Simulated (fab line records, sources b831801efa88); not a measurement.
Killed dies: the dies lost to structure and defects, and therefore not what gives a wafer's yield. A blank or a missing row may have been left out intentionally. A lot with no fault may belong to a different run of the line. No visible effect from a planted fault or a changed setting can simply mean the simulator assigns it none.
Matching of chambers / flow gf180mcu / GF_V1_CMP_26 on cmp-02: 4 sister chambers
The step polishes, stops on SiO2, t overpolish 15 s, target thk 0 nm. 4 wafers are shown with their chamber, then 7 later ones without.

## WAFERS, EACH WITH ITS CHAMBER
wafer=L779.3; chamber=1; time to endpoint s (s)=83
wafer=L779.6; chamber=3; time to endpoint s (s)=86
wafer=L780.1; chamber=2; time to endpoint s (s)=81
wafer=L780.5; chamber=0; time to endpoint s (s)=80

## WAFERS WITHOUT THEIR CHAMBER
wafer=L780.6; time to endpoint s (s)=82
wafer=L787.4; time to endpoint s (s)=81
wafer=L787.5; time to endpoint s (s)=78
wafer=L787.6; time to endpoint s (s)=84
wafer=L797.2; time to endpoint s (s)=79
wafer=L797.4; time to endpoint s (s)=78
wafer=L797.5; time to endpoint s (s)=81

## WHICH CHAMBER EACH WENT THROUGH
wafer=L780.6; from the rows above=can't be placed: 1 or 2 or 0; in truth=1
wafer=L787.4; from the rows above=can't be placed: 2 or 0 or 1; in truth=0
wafer=L787.5; from the rows above=can't be placed: 0 or 2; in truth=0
wafer=L787.6; from the rows above=can't be placed: 1 or 3 or 2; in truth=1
wafer=L797.2; from the rows above=can't be placed: 0 or 2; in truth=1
wafer=L797.4; from the rows above=can't be placed: 0 or 2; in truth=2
wafer=L797.5; from the rows above=can't be placed: 2 or 0 or 1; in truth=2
Placed correctly: 0 of 7. These rows do not allow placing 7 (true chamber among the candidates in 6). Number placed wrongly: 0.
How it was worked out, from the rows above alone: a wafer's distance from a chamber is the root of the sum, over the readings, of the square of ((its reading less the chamber's mean) divided by the reading's scatter). The wafer belongs to the nearest chamber; if the next one is less than 2 further off, it can't be placed. Each chamber's mean is taken over the wafers shown for it. The scatter: root of mean squared gap, hidden wafer to nearest shown wafer, with one shown wafer a chamber.
